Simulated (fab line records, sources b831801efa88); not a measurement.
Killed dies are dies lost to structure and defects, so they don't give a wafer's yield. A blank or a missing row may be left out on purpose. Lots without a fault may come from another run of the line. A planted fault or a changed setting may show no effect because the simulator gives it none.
fab line records | flow sky130
record lots=6 wafers=18 last_day=49
route steps=708 shown VIA3@588 METAL4@598 CAP2M@603 PAD_OPEN@708
lots that met no fault: from a run of the same line without faults
start_h: hours from the record's first day to the start of the lot's first wafer shown | wait_h: hours since the lot's step before | " the same as in the row above | L1.1+2: a row that stands for several wafers | - no value, or no start given | * or withheld: withheld | < > ~ a bound
route shown NAME@n: a module of which the file shows steps, and the number in the route of the first | usual: mean/standard deviation of fault-free wafers | same: alike in all rows | chamber/n: place in a boat | sites: the reading at each site | _std_site: their standard deviation | _edge_site: outer sites' mean less inner sites' | radius_mm: how far each site lies from the wafer's centre | mask NAME#n: copy n | behind: the tool/chamber that last shaped the wafer | hold: why the lot was held/for how many hours/how that ended | device: the transistor (n, p or np) that didn't switch | end of line: the same wafers' tests at the end of the route | a step without rows: its recipe alone | killed: dies lost to structure and defects at the first sort, not the wafer's yield | map: a wafer's dies, x killed, . not, _ none there
set.NAME: the setting as run; set.NAME@STEP: as run at that earlier step | model.NAME: the simulator's own value behind a step, which no gauge read
lots at some steps of the route; a table a step, a row a wafer
services: from which hour (start_h, from the record's first day; less than 0 if before it) a tool's chamber was out of use, for how many hours, and why
## steps
# step SKY_VIA3_ETCH_15
# recipe target=SiO2 chemistry=C4F8/O2/Ar target_depth_nm=507 stop_on=TiN mask_material=KrF-thick source_w=1500 bias_w=1200 pressure_mtorr=40 c4f8_flow_sccm=withheld O2_flow_sccm=6 Ar_flow_sccm=300 time_s=78
# step SKY_VIA3_STRIP_16
# recipe chemistry=O2/N2 power_w=1400 pressure_mtorr=1500 platen_temp_c=withheld o2_flow_sccm=3000 n2_flow_sccm=300 overash_fraction=0.5
# usual drypump_motor_current_A=5.7/0.54 oes_product_au=0.401/0.0045 strip_time_to_endpoint_s=4.122/0.022
# columns lot.wafer tool chamber start_h wait_h drypump_motor_current_A oes_product_au rf_hours_counter_h strip_time_to_endpoint_s
L318.1 plasma_asher-04 1 920.92 0.0 5.2 0.400 49 4.142
L318.2 " 0 " " 6.1 0.403 49 4.145
L318.6 " 0 " " 6.1 0.401 - 4.133
L327.1 plasma_asher-01 1 986.44 0.0 5.0 0.400 24 4.133
L327.2 " 0 " " 6.4 0.403 24 4.086
L327.4 " 0 " " 6.4 0.401 - 4.118
L328.1 plasma_asher-03 1 992.78 0.0 5.7 0.407 87 4.122
L328.4 " 0 " " 5.7 0.397 - 4.133
L328.6 " 1 " " 5.7 0.400 - 4.133
L329.2 plasma_asher-03 0 997.86 0.1 5.8 0.403 87 4.151
L329.4 " 0 " " 5.7 0.407 - 4.141
L329.5 " 0 " " 5.7 0.403 - 4.177
L330.3 plasma_asher-04 1 1003.96 0.1 5.3 0.401 - 4.100
L330.4 " 0 " " 6.1 0.404 - 4.106
L330.5 " 1 " " 5.2 0.398 - 4.089
L339.2 plasma_asher-01 0 1067.74 0.0 6.4 0.393 33 4.120
L339.4 " 0 " " 6.4 0.402 - 4.113
L339.6 " 0 " " 6.4 0.400 - 4.117
# step SKY_VIA3_STRIP_17
# recipe chemistry=post_etch_residue_remover time_s=1200 temp_c=72.5
# step SKY_VIA3_CLEAN_18
# recipe chemistry=IPA time_s=180 temp_c=25
# step SKY_VIA3_CLEAN_19
# recipe chemistry=O3/DIW dry=n2_spin
# step SKY_VIA3_SPUTTER_20
# recipe material=TiN target_thk_nm=20 chamber_pressure_pa=5 power_w=4000 time_s=80
# usual throttle_valve_pct=29.5/1.2
# columns lot.wafer tool chamber start_h wait_h throttle_valve_pct
L318.1 pvd_sputter-03 - 921.86 0.0 30.0
L318.2 " - " " 31.3
L318.6 " - " " 31.6
L327.1 pvd_sputter-03 - 987.16 0.0 31.4
L327.2 " - " " 29.0
L327.4 " - " " 28.9
L328.1 pvd_sputter-04 - 993.37 0.0 28.7
L328.4 " - " " 30.3
L328.6 " - " " 28.6
L329.2 pvd_sputter-02 - 998.45 0.0 30.4
L329.4 " - " " 26.8
L329.5 " - " " 30.4
L330.3 pvd_sputter-02 - 1004.52 0.0 31.0
L330.4 " - " " 30.3
L330.5 " - " " 30.5
L339.2 pvd_sputter-03 - 1068.37 0.0 30.0
L339.4 " - " " 28.8
L339.6 " - " " 29.7
# step SKY_VIA3_CVD_21
# recipe material=W target_thk_nm=390 time_s=117.31 temp_c=400 pressure_torr=40
# step SKY_VIA3_RS_MEAS_22
# recipe thk_meas_gauge=four-point-probe reads=W_of_VIA3_CVD_21+TiN_of_VIA3_SPUTTER_20
# usual VIA3_W_RS=0.294/0.003
# columns lot.wafer tool chamber start_h wait_h VIA3_W_RS[ohm/sq]
L318.1 film_metro-04 - 922.04 0.1 0.295
L318.2 " - " " 0.292
L318.6 " - " " 0.294
L327.1 film_metro-04 - 987.34 0.1 0.295
L327.2 " - " " 0.299
L327.4 " - " " 0.295
L328.1 film_metro-03 - 993.55 0.1 0.292
L328.4 " - " " 0.296
L328.6 " - " " 0.292
L329.2 film_metro-03 - 998.66 0.1 0.295
L329.4 " - " " 0.298
L329.5 " - " " 0.294
L330.3 film_metro-04 - 1004.74 0.1 0.294
L330.4 " - " " 0.293
L330.5 " - " " 0.299
L339.2 film_metro-02 - 1068.57 0.1 0.294
L339.4 " - " " 0.297
L339.6 " - " " 0.293
# step SKY_VIA3_THK_MEAS_23
# recipe thk_meas_gauge=xrf reads=W_of_VIA3_CVD_21
# usual VIA3_W_THK=366/4.7
# columns lot.wafer tool chamber start_h wait_h VIA3_W_THK[nm]
L318.1 film_metro-04 - 922.16 0.1 361
L318.2 " - " " 363
L318.6 " - " " 363
L327.1 film_metro-04 - 987.46 0.1 359
L327.2 " - " " 359
L327.4 " - " " 362
L328.1 film_metro-03 - 993.67 0.1 373
L328.4 " - " " 366
L328.6 " - " " 370
L329.2 film_metro-03 - 998.77 0.1 369
L329.4 " - " " 365
L329.5 " - " " 371
L330.3 film_metro-04 - 1004.84 0.1 363
L330.4 " - " " 364
L330.5 " - " " 357
L339.2 film_metro-02 - 1068.68 0.1 364
L339.4 " - " " 366
L339.6 " - " " 369
# step SKY_VIA3_CMP_24
# recipe stop_on=SiO2 t_overpolish_s=20 down_force_psi=3.5 platen_rpm=60 target_thk_nm=0 pad_velocity_m_s=0.94248
# step SKY_METAL4_SPUTTER_00
# recipe material=Ti target_thk_nm=15 power_w=3000 time_s=10 chamber_pressure_pa=0.4
# step SKY_METAL4_SPUTTER_01
# recipe material=TiN target_thk_nm=20 power_w=6500 time_s=16.7 chamber_pressure_pa=0.4
# step SKY_METAL4_SPUTTER_02
# recipe material=AlCu target_thk_nm=735 power_w=10600 time_s=39.1 chamber_pressure_pa=0.4
# usual throttle_valve_pct=29.4/1.4
# columns lot.wafer tool chamber start_h wait_h throttle_valve_pct model.AlCu_of_METAL4_SPUTTER_02.thk_nm
L318.1 pvd_sputter-01 - 922.57 0.0 29.1 745.8
L318.2 " - " " 28.7 742.3
L318.6 " - " " 29.0 735.5
L327.1 pvd_sputter-01 - 987.87 0.0 28.7 744.9
L327.2 " - " " 28.9 811.3
L327.4 " - " " 29.0 744.1
L328.1 pvd_sputter-01 - 994.08 0.0 28.6 743.8
L328.4 " - " " 29.1 746.3
L328.6 " - " " 32.1 827.5
L329.2 pvd_sputter-04 - 999.16 0.0 30.1 742.5
L329.4 " - " " 29.0 729.5
L329.5 " - " " 28.7 736.9
L330.3 pvd_sputter-02 - 1005.23 0.0 30.5 727
L330.4 " - " " 28.4 732
L330.5 " - " " 30.5 726.1
L339.2 pvd_sputter-04 - 1069.09 0.0 28.7 749
L339.4 " - " " 30.0 746.9
L339.6 " - " " 30.2 742.9
# step SKY_METAL4_SPUTTER_03
# recipe material=Ti target_thk_nm=5 power_w=3000 time_s=3.3 chamber_pressure_pa=0.4
# step SKY_METAL4_SPUTTER_04
# recipe material=TiN target_thk_nm=70 power_w=6500 time_s=58.3 chamber_pressure_pa=0.4
# usual throttle_valve_pct=29.5/1.4
# columns lot.wafer tool chamber start_h wait_h throttle_valve_pct
L318.1 pvd_sputter-01 - 922.63 0.0 29.2
L318.2 " - " " 28.8
L318.6 " - " " 29.0
L327.1 pvd_sputter-01 - 987.93 0.0 28.6
L327.2 " - " " 28.8
L327.4 " - " " 29.0
L328.1 pvd_sputter-01 - 994.14 0.0 28.6
L328.4 " - " " 28.9
L328.6 " - " " 32.1
L329.2 pvd_sputter-04 - 999.22 0.0 30.3
L329.4 " - " " 28.7
L329.5 " - " " 28.6
L330.3 pvd_sputter-02 - 1005.29 0.0 30.6
L330.4 " - " " 28.6
L330.5 " - " " 30.4
L339.2 pvd_sputter-04 - 1069.15 0.0 28.8
L339.4 " - " " 30.3
L339.6 " - " " 30.6
# step SKY_CAP2M_CVD_00
# recipe material=SiO2 target_thk_nm=15.5 temp_c=400 time_s=withheld rf_w=450
# usual heater_power_w=660/92
# columns lot.wafer tool chamber start_h wait_h heater_power_w
L318.1 pecvd-03 1 922.68 0.0 609
L318.2 " 2 " " 657
L318.6 " 1 " " 610
L327.1 pecvd-03 2 987.98 0.0 657
L327.2 " 0 " " 736
L327.4 " 0 " " 773
L328.1 pecvd-01 0 994.19 0.0 589
L328.4 " 0 " " 591
L328.6 " 1 " " 590
L329.2 pecvd-04 1 999.27 0.0 629
L329.4 " 2 " " 786
L329.5 " 0 " " 711
L330.3 pecvd-04 0 1005.35 0.0 779
L330.4 " 1 " " 559
L330.5 " 1 " " 563
L339.2 pecvd-03 0 1069.21 0.0 721
L339.4 " 0 " " 719
L339.6 " 1 " " 584
# step SKY_CAP2M_THK_MEAS_01
# recipe reads=SiO2_of_CAP2M_CVD_00
# usual CAP2M_CVD_00_THK=15.45/0.22
# columns lot.wafer tool chamber start_h wait_h CAP2M_CVD_00_THK[nm]
L318.1 film_metro-01 - 922.70 - 15.16
L318.2 " - " " 15.17
L318.6 " - " " 15.62
L327.1 film_metro-01 - 988.00 - 15.37
L327.2 " - " " 15.64
L327.4 " - " " 15.62
L328.1 film_metro-03 - 994.21 - 15.03
L328.4 " - " " 15.25
L328.6 " - " " 15.24
L329.2 film_metro-01 - 999.30 - 15.27
L329.4 " - " " 15.53
L329.5 " - " " 15.69
L330.3 film_metro-04 - 1005.39 - 15.27
L330.4 " - " " 15.11
L330.5 " - " " 15.08
L339.2 film_metro-03 - 1069.24 - 15.78
L339.4 " - " " 15.83
L339.6 " - " " 15.74
# step SKY_CAP2M_SPUTTER_02
# recipe material=TiN target_thk_nm=200 temp_c=300 power_w=6500 time_s=166.7 chamber_pressure_pa=0.4
# step SKY_CAP2M_RS_MEAS_03
# recipe thk_meas_gauge=four-point-probe reads=TiN_of_CAP2M_SPUTTER_02
# usual CAP2M_TIN_RS=6.97/0.091
# columns lot.wafer tool chamber start_h wait_h CAP2M_TIN_RS[ohm/sq]
L318.1 film_metro-04 - 922.87 0.1 6.97
L318.2 " - " " 6.99
L318.6 " - " " 7.01
L327.1 film_metro-04 - 988.17 0.1 7.02
L327.2 " - " " 7.03
L327.4 " - " " 7.06
L328.1 film_metro-01 - 994.38 0.1 7.03
L328.4 " - " " 7.07
L328.6 " - " " 7.01
L329.2 film_metro-04 - 999.48 0.1 6.87
L329.4 " - " " 6.87
L329.5 " - " " 6.82
L330.3 film_metro-04 - 1005.58 0.1 7.03
L330.4 " - " " 7.04
L330.5 " - " " 7.03
L339.2 film_metro-01 - 1069.42 0.1 6.88
L339.4 " - " " 6.92
L339.6 " - " " 6.99
# step SKY_CAP2M_THK_MEAS_04
# recipe thk_meas_gauge=xrf reads=TiN_of_CAP2M_SPUTTER_02
# usual CAP2M_TIN_THK=199.3/2.7
# columns lot.wafer tool chamber start_h wait_h CAP2M_TIN_THK[nm]
L318.1 film_metro-04 - 922.99 0.1 201.0
L318.2 " - " " 200.4
L318.6 " - " " 198.5
L327.1 film_metro-04 - 988.29 0.1 198.5
L327.2 " - " " 197.7
L327.4 " - " " 198.0
L328.1 film_metro-01 - 994.50 0.1 198.7
L328.4 " - " " 197.4
L328.6 " - " " 200.3
L329.2 film_metro-04 - 999.59 0.1 202.6
L329.4 " - " " 202.8
L329.5 " - " " 204.7
L330.3 film_metro-04 - 1005.68 0.1 197.6
L330.4 " - " " 197.9
L330.5 " - " " 198.2
L339.2 film_metro-01 - 1069.53 0.1 203.6
L339.4 " - " " 202.9
L339.6 " - " " 201.0
# step SKY_CAP2M_DEHYDRATE_05
# recipe temp_c=200 time_s=60
# step SKY_CAP2M_HMDS_06
# recipe prime_time_s=60 prime_temp_c=120
# step SKY_CAP2M_COAT_07
# recipe resist=NOVOLAK spin_rpm=3000 resist_thk_nm=1140
# step SKY_CAP2M_SOFTBAKE_08
# recipe temp_c=90 time_s=60 resist=NOVOLAK
# step SKY_CAP2M_EXPOSE_09
# recipe mask_id=CAP2M na=0.6 source_shape=conventional sigma_outer=0.6 polarization=unpolarized target_cd_nm=1000 dose_mj=159
# step SKY_CAP2M_PEB_10
# recipe temp_c=withheld time_s=* resist=NOVOLAK
# step SKY_CAP2M_DEVELOP_11
# recipe resist=NOVOLAK developer=TMAH develop_time_s=60 dev_temp_c=23
# step SKY_CAP2M_OVL_MEAS_12
# usual CAP2M_OVL=0.6/1.4
# columns lot.wafer tool chamber start_h wait_h CAP2M_OVL[nm]
L318.1 overlay-02 - 948.93 0.1 -1.5
L318.2 " - " " 0.1
L318.6 " - " " 0.0
L327.1 overlay-01 - 1010.72 0.1 2.2
L327.2 " - " " 0.9
L327.4 " - " " 1.1
L328.1 overlay-02 - 1017.13 0.1 2.1
L328.4 " - " " -1.0
L328.6 " - " " 1.1
L329.2 overlay-02 - 1021.66 0.1 -0.5
L329.4 " - " " -0.8
L329.5 " - " " 0.5
L330.3 overlay-01 - 1027.74 0.1 1.6
L330.4 " - " " 0.6
L330.5 " - " " 2.3
L339.2 overlay-02 - 1089.84 0.1 0.9
L339.4 " - " " 2.3
L339.6 " - " " 0.4
# step SKY_CAP2M_METAL_ETCH_13
# recipe target_depth_nm=220 stop_on=SiO2 chemistry=Cl2/BCl3 target=TiN pressure_mtorr=10 icp_w=900 bias_w=48.5 Cl2_flow_sccm=60 bcl3_flow_sccm=30 time_s=62.9
# step SKY_CAP2M_STRIP_14
# recipe chemistry=O2/N2 power_w=1400 pressure_mtorr=1500 platen_temp_c=withheld o2_flow_sccm=3000 n2_flow_sccm=300 overash_fraction=0.5
# usual drypump_motor_current_A=5.7/0.46 oes_product_au=0.711/0.0043 strip_time_to_endpoint_s=12.63/0.043
# columns lot.wafer tool chamber start_h wait_h drypump_motor_current_A oes_product_au rf_hours_counter_h strip_time_to_endpoint_s
L318.1 plasma_asher-03 1 949.04 0.1 5.7 0.718 83 12.58
L318.2 " 0 " " 5.8 0.713 83 12.55
L318.6 " 0 " " 5.8 0.711 - 12.59
L327.1 plasma_asher-03 0 1010.83 0.1 5.8 0.709 89 12.51
L327.2 " 1 " " 5.7 0.713 89 12.53
L327.4 " 0 " " 5.7 0.712 - 12.56
L328.1 plasma_asher-02 0 1017.24 0.1 6.1 0.716 115 12.70
L328.4 " 0 " " 6.1 0.717 - 12.67
L328.6 " 0 " " 6.1 0.710 - 12.68
L329.2 plasma_asher-01 1 1021.76 0.1 5.0 0.710 28 12.64
L329.4 " 1 " " 5.0 0.708 - 12.64
L329.5 " 0 " " 6.4 0.712 - 12.66
L330.3 plasma_asher-02 1 1027.88 0.1 5.5 0.710 - 12.67
L330.4 " 0 " " 6.1 0.706 - 12.62
L330.5 " 0 " " 6.1 0.711 - 12.67
L339.2 plasma_asher-03 0 1089.94 0.1 5.8 0.699 97 12.61
L339.4 " 0 " " 5.8 0.719 - 12.54
L339.6 " 1 " " 5.7 0.714 - 12.58
# step SKY_CAP2M_STRIP_15
# recipe chemistry=post_etch_residue_remover time_s=1200 temp_c=72.5
# step SKY_CAP2M_CLEAN_16
# recipe chemistry=IPA time_s=180 temp_c=25
# step SKY_CAP2M_CLEAN_17
# recipe chemistry=O3/DIW dry=n2_spin
# step SKY_METAL4_DEHYDRATE_05
# recipe temp_c=200 time_s=60
# step SKY_METAL4_HMDS_06
# recipe prime_time_s=60 prime_temp_c=120
# step SKY_METAL4_COAT_07
# recipe resist=BARC temp_c=withheld time_s=withheld spin_rpm=3000 resist_thk_nm=60
# step SKY_METAL4_COAT_08
# recipe resist=KrF-thick spin_rpm=3000 resist_thk_nm=1140
# step SKY_METAL4_SOFTBAKE_09
# recipe temp_c=100 time_s=90 resist=KrF-thick
# step SKY_METAL4_EXPOSE_10
# recipe mask_id=MM4 na=0.68 source_shape=annular sigma_inner=0.4 sigma_outer=0.8 target_cd_nm=300 dose_mj=28
# step SKY_METAL4_PEB_11
# recipe peb_temp_c=withheld peb_time_s=withheld resist=KrF-thick
# step SKY_METAL4_DEVELOP_12
# recipe develop_time_s=60 resist=KrF-thick dev_temp_c=21
# step SKY_METAL4_CD_MEAS_13
# recipe target_cd_nm=300
# usual cd_nm=299.5/1.6
# columns lot.wafer tool chamber start_h wait_h cd_nm
L318.1 cd_sem-01 - 975.08 - 300.9
L318.2 " - " " 299.5
L318.6 " - " " 300.1
L327.1 cd_sem-02 - 1033.62 - 300.9
L327.2 " - " " 300.5
L327.4 " - " " 300.7
L328.1 cd_sem-01 - 1040.23 - 300.9
L328.4 " - " " 301.1
L328.6 " - " " 300.9
L329.2 cd_sem-01 - 1044.79 - 300.0
L329.4 " - " " 301.8
L329.5 " - " " 299.7
L330.3 cd_sem-02 - 1051.01 - 300.0
L330.4 " - " " 301.2
L330.5 " - " " 299.2
L339.2 cd_sem-01 - 1109.99 - 299.8
L339.4 " - " " 299.4
L339.6 " - " " 298.5
# step SKY_METAL4_METAL_ETCH_18
# recipe target_depth_a=8450 stop_on=SiO2 over_etch_frac=0.3 time_s=183.1 chemistry=Cl2/BCl3 resist_sidewall_deg=88 pressure_mtorr=10 icp_w=900 bias_w=48.5 Cl2_flow_sccm=60 bcl3_flow_sccm=30
# usual drypump_motor_current_A=5.7/0.49 oes_product_au=0.866/0.0061 throttle_valve_pct=22.264/0.0085
# columns lot.wafer tool chamber start_h wait_h drypump_motor_current_A oes_product_au rf_hours_counter_h throttle_valve_pct
L318.1 rie_metal-01 1 975.39 0.0 6.4 0.873 4 22.265
L318.2 " 0 " " 5.8 0.872 15 22.266
L318.6 " 1 " " 6.4 0.868 - 22.266
L327.1 rie_metal-04 0 1033.92 0.0 5.5 0.875 25 22.253
L327.2 " 0 " " 5.5 0.906 - 22.269
L327.4 " 0 " " 5.5 0.866 - 22.263
L328.1 rie_metal-04 0 1040.54 0.0 5.5 0.869 26 22.267
L328.4 " 0 " " 5.5 0.871 - 22.263
L328.6 " 0 " " 5.5 0.912 - 22.258
L329.2 rie_metal-04 0 1045.08 0.0 5.5 0.866 26 22.265
L329.4 " 0 " " 5.5 0.867 - 22.249
L329.5 " 0 " " 5.5 0.866 - 22.269
L330.3 rie_metal-01 0 1051.33 0.1 5.8 0.864 - 22.279
L330.4 " 1 " " 6.4 0.863 - 22.263
L330.5 " 1 " " 6.4 0.852 - 22.284
L339.2 rie_metal-02 0 1110.27 0.0 5.7 0.872 21 22.266
L339.4 " 1 " " 6.2 0.872 - 22.270
L339.6 " 0 " " 5.7 0.864 - 22.259
# step SKY_PAD_OPEN_PROBE_99
# usual defect_limited_yield=82.5/1.9 killed_at_M0_to_M3=42/7.4 killed_at_M4_up=3.4/1.8 killed_at_contacts=25/5.4 killed_at_front_end=15/4.4 killed_at_other=0.2/0.52 killed_dies=86/9.3 killed_open=47/7.6 killed_short=39/6.5 sort_bin_3_pad_short=0.9/0.46 sort_bin_5_function=10.3/1.5 sort_bin_6_memory=6.3/1.2 sort_n_pass=406/9.3 sort_yield_pct=82.5/1.9
# same gross_dies=492 killed_at_back_side=0 sort_bin_4_leakage[%]=0 sort_bin_8_speed[%]=0
# columns lot.wafer tool chamber start_h wait_h defect_limited_yield[%] killed_at_M0_to_M3 killed_at_M4_up killed_at_contacts killed_at_front_end killed_at_other killed_dies killed_open killed_short sort_bin_3_pad_short[%] sort_bin_5_function[%] sort_bin_6_memory[%] sort_n_pass sort_yield_pct[%] model.etest.met4.line_ohm_um model.etest.met4.rs_ohm_sq
L318.1 prober-02 - 1071.98 0.1 82.5 40 4 25 14 3 86 50 36 0.2 11.4 5.9 406 82.5 0.1457 0.04234
L318.2 prober-02 - 1072.03 0.1 83.7 44 5 23 8 0 80 46 34 0.6 11.0 4.7 412 83.7 0.1338 0.0421
L318.6 prober-02 - 1072.23 0.2 82.3 47 5 20 15 0 87 53 34 0.6 11.0 6.1 405 82.3 0.1438 0.04233
L327.1 prober-01 - 1123.77 0.1 83.7 34 9 20 17 0 80 33 47 1.0 10.2 5.1 412 83.7 0.1417 0.04245
L327.2 prober-01 - 1123.82 0.1 84.1 46 2 21 9 0 78 44 34 1.2 10.8 3.9 414 84.1 0.13 0.0383
L327.4 prober-01 - 1123.92 0.2 83.9 41 2 24 12 0 79 37 42 0.4 9.1 6.5 413 83.9 0.1456 0.04236
L328.1 prober-02 - 1128.65 0.1 84.8 34 2 27 12 0 75 40 35 0.6 10.6 4.1 417 84.8 0.1437 0.04207
L328.4 prober-02 - 1128.80 0.2 79.3 50 3 30 19 0 102 54 48 1.0 12.4 7.3 390 79.3 0.1412 0.0416
L328.6 prober-02 - 1128.90 0.2 82.9 33 4 24 23 0 84 47 37 1.0 9.3 6.7 408 82.9 0.1288 0.03811
L329.2 prober-01 - 1132.90 0.1 84.3 38 3 24 12 0 77 39 38 1.0 10.4 4.3 415 84.3 0.1448 0.0426
L329.4 prober-01 - 1133.00 0.2 83.7 36 6 29 8 1 80 52 28 0.6 9.1 6.5 412 83.7 0.1441 0.04285
L329.5 prober-01 - 1133.05 0.2 81.1 36 1 38 18 0 93 68 25 0.4 12.2 6.3 399 81.1 0.1464 0.04315
L330.3 prober-02 - 1138.31 0.2 79.5 61 5 19 16 0 101 61 40 1.0 11.2 8.3 391 79.5 0.1425 0.0434
L330.4 prober-02 - 1138.36 0.2 81.3 38 10 24 20 0 92 59 33 1.4 10.0 7.3 400 81.3 0.1447 0.04321
L330.5 prober-02 - 1138.41 0.2 78.5 60 5 24 17 0 106 59 47 1.0 12.6 7.9 386 78.5 0.1461 0.04303
L339.2 prober-02 - 1186.70 0.1 81.9 43 2 28 16 0 89 44 45 1.4 8.9 7.7 403 81.9 0.1382 0.0419
L339.4 prober-02 - 1186.80 0.2 83.3 37 6 25 14 0 82 40 42 0.2 10.4 6.1 410 83.3 0.1418 0.04176
L339.6 prober-02 - 1186.90 0.2 83.9 37 5 28 9 0 79 37 42 1.0 8.7 6.3 413 83.9 0.1377 0.0421
# killed by level:class
L318.1 VIA1:geometric_particle:open=10 METAL2:geometric_particle:short=10 LI_CONTACT:geometric_particle:open=9 CONTACT:geometric_particle:open=9 FIELD_ISO:geometric_particle:open=6 METAL1:geometric_particle:short=6 VIA3:geometric_particle:open=5 CONTACT:geometric_particle:short=4
L318.2 METAL1:geometric_particle:short=10 VIA3:geometric_particle:open=8 VIA1:geometric_particle:open=7 LI_CONTACT:geometric_particle:open=6 CONTACT:geometric_particle:open=6 LOCAL_INTERCONNECT:geometric_particle:short=5 VIA2:geometric_particle:open=5 POLY_GATE:geometric_particle:open=4
L318.6 CONTACT:geometric_particle:open=10 VIA1:geometric_particle:open=10 METAL2:geometric_particle:short=7 VIA2:geometric_particle:open=7 VIA3:geometric_particle:open=7 FIELD_ISO:geometric_particle:short=4 LI_CONTACT:geometric_particle:open=4 CONTACT:geometric_particle:short=4
L327.1 CONTACT:geometric_particle:open=7 METAL4:geometric_particle:short=7 POLY_GATE:geometric_particle:short=5 CONTACT:geometric_particle:short=5 METAL1:geometric_particle:short=5 VIA1:geometric_particle:open=5 FIELD_ISO:geometric_particle:short=4 VIA1:geometric_particle:short=4
L327.2 VIA1:geometric_particle:short=11 CONTACT:geometric_particle:open=9 VIA2:geometric_particle:open=9 VIA1:geometric_particle:open=8 METAL1:geometric_particle:short=5 VIA3:geometric_particle:open=4 LI_CONTACT:geometric_particle:open=3 CONTACT:geometric_particle:short=3
L327.4 METAL2:geometric_particle:short=11 VIA1:geometric_particle:open=10 CONTACT:geometric_particle:open=7 CONTACT:geometric_particle:short=6 LI_CONTACT:geometric_particle:open=5 VIA2:geometric_particle:open=5 FIELD_ISO:geometric_particle:short=4 LOCAL_INTERCONNECT:geometric_particle:short=4
L328.1 CONTACT:geometric_particle:open=11 VIA1:geometric_particle:open=11 FIELD_ISO:geometric_particle:short=6 LI_CONTACT:geometric_particle:open=6 METAL2:geometric_particle:short=6 CONTACT:geometric_particle:short=5 VIA1:geometric_particle:short=4 LOCAL_INTERCONNECT:geometric_particle:short=4
L328.4 CONTACT:geometric_particle:open=11 LI_CONTACT:geometric_particle:open=10 FIELD_ISO:geometric_particle:open=8 FIELD_ISO:geometric_particle:short=7 METAL1:geometric_particle:short=7 VIA2:geometric_particle:open=7 VIA3:geometric_particle:open=7 CONTACT:geometric_particle:short=6
L328.6 VIA1:geometric_particle:open=10 FIELD_ISO:geometric_particle:open=6 CONTACT:geometric_particle:short=6 CONTACT:geometric_particle:open=6 FIELD_ISO:geometric_particle:short=4 POLY_GATE:geometric_particle:short=4 POLY_GATE:geometric_particle:open=4 LI_CONTACT:geometric_particle:open=4
L329.2 CONTACT:geometric_particle:open=9 LI_CONTACT:geometric_particle:open=7 METAL1:geometric_particle:short=7 VIA1:geometric_particle:open=6 METAL2:geometric_particle:short=5 VIA1:geometric_particle:short=4 VIA3:geometric_particle:open=4 FIELD_ISO:geometric_particle:short=3
L329.4 CONTACT:geometric_particle:open=9 LI_CONTACT:geometric_particle:open=8 VIA3:geometric_particle:open=8 VIA1:geometric_particle:open=7 CONTACT:geometric_particle:short=6 VIA2:geometric_particle:open=5 METAL1:geometric_particle:short=5 POLY_GATE:geometric_particle:open=3
L329.5 LI_CONTACT:geometric_particle:open=17 CONTACT:geometric_particle:open=13 VIA1:geometric_particle:open=10 VIA3:geometric_particle:open=8 FIELD_ISO:geometric_particle:short=6 FIELD_ISO:geometric_particle:open=4 LOCAL_INTERCONNECT:geometric_particle:short=4 POLY_GATE:geometric_particle:open=3
L330.3 VIA1:geometric_particle:open=16 VIA3:geometric_particle:open=11 VIA2:geometric_particle:open=10 VIA1:geometric_particle:short=6 METAL2:geometric_particle:short=6 LI_CONTACT:geometric_particle:open=5 METAL4:geometric_particle:short=5 POLY_GATE:geometric_particle:open=4
L330.4 CONTACT:geometric_particle:open=11 VIA2:geometric_particle:open=11 VIA1:geometric_particle:open=8 POLY_GATE:geometric_particle:open=7 METAL1:geometric_particle:short=7 LI_CONTACT:geometric_particle:open=6 METAL4:geometric_particle:short=6 VIA3:geometric_particle:open=4
L330.5 VIA2:geometric_particle:open=14 CONTACT:geometric_particle:open=10 LI_CONTACT:geometric_particle:open=9 VIA1:geometric_particle:open=9 VIA3:geometric_particle:open=9 VIA1:geometric_particle:short=7 METAL1:geometric_particle:short=6 FIELD_ISO:geometric_particle:short=5
L339.2 VIA2:geometric_particle:open=12 LI_CONTACT:geometric_particle:open=7 CONTACT:geometric_particle:short=7 METAL1:geometric_particle:short=7 VIA3:geometric_particle:open=6 FIELD_ISO:geometric_particle:open=5 LOCAL_INTERCONNECT:geometric_particle:short=5 FIELD_ISO:geometric_particle:short=4
L339.4 CONTACT:geometric_particle:open=8 VIA1:geometric_particle:open=8 LI_CONTACT:geometric_particle:open=7 METAL1:geometric_particle:short=7 VIA2:geometric_particle:open=6 FIELD_ISO:geometric_particle:short=5 FIELD_ISO:geometric_particle:open=5 CONTACT:geometric_particle:short=4
L339.6 VIA2:geometric_particle:open=8 LI_CONTACT:geometric_particle:open=7 CONTACT:geometric_particle:short=7 VIA1:geometric_particle:open=6 CONTACT:geometric_particle:open=5 VIA3:geometric_particle:short=5 LOCAL_INTERCONNECT:geometric_particle:short=4 VIA1:geometric_particle:short=4
## services
# columns tool chamber start_h hours kind
pvd_sputter-04 - 906.30 1.9 repair
rie_metal-01 - 906.76 0.6 repair
plasma_asher-01 - 922.68 2.8 pm
pecvd-04 0 926.77 2.9 repair
pecvd-04 - 933.96 0.5 repair
plasma_asher-03 - 941.30 4.3 pm
pvd_sputter-03 - 943.49 2.7 repair
pvd_sputter-02 - 954.50 1.2 repair
rie_metal-04 1 973.86 20.2 repair
plasma_asher-03 - 985.70 5.7 repair
plasma_asher-02 - 994.06 1.3 repair
rie_metal-01 - 995.90 0.2 repair
pecvd-04 2 1004.11 8.9 repair
pvd_sputter-01 - 1005.80 7.8 repair
pvd_sputter-02 - 1015.74 3.4 repair
rie_metal-04 1 1025.74 13.0 repair
pvd_sputter-01 - 1026.63 2.4 repair
pvd_sputter-03 - 1042.99 2.7 repair
pvd_sputter-01 - 1059.60 1.4 repair
pvd_sputter-01 - 1067.74 18.6 repair
plasma_asher-01 - 1084.41 1.9 repair
pvd_sputter-02 - 1095.45 3.9 repair
plasma_asher-03 - 1098.16 1.7 repair
rie_metal-04 0 1108.49 13.5 repair
## key
first_sign step=SKY_METAL4_METAL_ETCH_18 reading=oes_product_au direction=up sigmas=7.1 usual=0.866 struck=0.909
effect none on later readings
model_effect step=SKY_METAL4_SPUTTER_02 value=AlCu_of_METAL4_SPUTTER_02.thk_nm without=737.1 struck=819.4
model_effect step=SKY_PAD_OPEN_PROBE_99 value=etest.met4.line_ohm_um without=0.144 struck=0.1294
met_at SKY_METAL4_SPUTTER_02
struck_wafers L327.2,L328.6
onset_between 922.57 987.87
fault kind=process_parameter_drift tool=pvd_sputter-01 chamber=- onset_h=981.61 steps=SKY_METAL4_SPUTTER_02 channel=time_s offset=* shape=step end_h=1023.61 scope=struck_wafers_only acts_in=* stated=*
